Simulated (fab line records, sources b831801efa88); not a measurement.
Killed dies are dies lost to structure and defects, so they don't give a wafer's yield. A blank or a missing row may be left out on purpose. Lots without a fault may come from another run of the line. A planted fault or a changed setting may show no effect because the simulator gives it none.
One fault seen from 2 desks | flow sky130 | each desk has only its own numbers; what lay behind them comes last

THE METROLOGY DESK
What the gauges read, lot by lot, whatever tool the lot ran on: means of the sampled wafers that have a number. A lot is out of limits, marked OUT, if its mean lies more than 4 standard deviations from the usual mean; the brackets give that distance.
Columns: A = VIA4_W_RS at SKY_VIA4_RS_MEAS_19, usual 0.230 ohm/sq; B = VIA4_W_THK at SKY_VIA4_THK_MEAS_20, usual 492 nm
lot  | first seen here | A     | B
L490 | day 43 06:33    | 0.227 | 497
L496 | day 45 00:22    | 0.230 | 493
L501 | day 46 03:57    | 0.234 | 480
L502 | day 46 07:22    | 0.230 | 492
L511 | day 48 15:40    | 0.231 | 493
L512 | day 48 19:33    | 0.229 | 496
This desk's finding: nothing out of limits on any of the 6 lots.

THE TOOL OWNER'S DESK: pvd_sputter-01
The tool's own readings at SKY_METAL5_SPUTTER_03 (material Ti, target thk 5 nm, time 3.3 s): means of the sampled wafers that have a number, for each lot that ran on this tool. A lot is out of limits, marked OUT, if its mean lies more than 4 standard deviations from the usual mean; the brackets give that distance.
Columns: A = chamber_pressure_pa at SKY_METAL5_SPUTTER_03, usual 0.3999 Pa; B = throttle_valve_pct at SKY_METAL5_SPUTTER_03, usual 30.5 %
lot  | first seen here | A                | B
L490 | day 43 07:08    | 0.4004           | 30.4
L496 | day 45 00:54    | 0.3993           | 29.9
L501 | day 46 04:37    | 0.3882 (-15) OUT | 30.3
L502 | day 46 07:54    | 0.3876 (-16) OUT | 31.5
This desk's finding: out of limits on L501, L502; first on L501, day 46 04:37 (chamber_pressure_pa at SKY_METAL5_SPUTTER_03). In limits: L490, L496.

PUT TOGETHER
The tool owner's desk could have raised an alarm at day 46 04:37, on L501, L502.
The metrology desk saw nothing out of limits.
The metrology desk has L501, L502 on record, within its limits.
Of the lots named, all ran SKY_METAL5_SPUTTER_03 on pvd_sputter-01.

WHAT THE SIMULATOR HAD PUT IN
Process parameter drift: pvd_sputter-01, from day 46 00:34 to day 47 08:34, at SKY_METAL5_SPUTTER_03. Setting chamber_pressure_pa, moved by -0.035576, from 0.4. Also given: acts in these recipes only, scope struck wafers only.
Lots struck among those shown: L501, L502.
Hours from the fault's start to each desk's first reading out of limits: the tool owner's desk, 4.
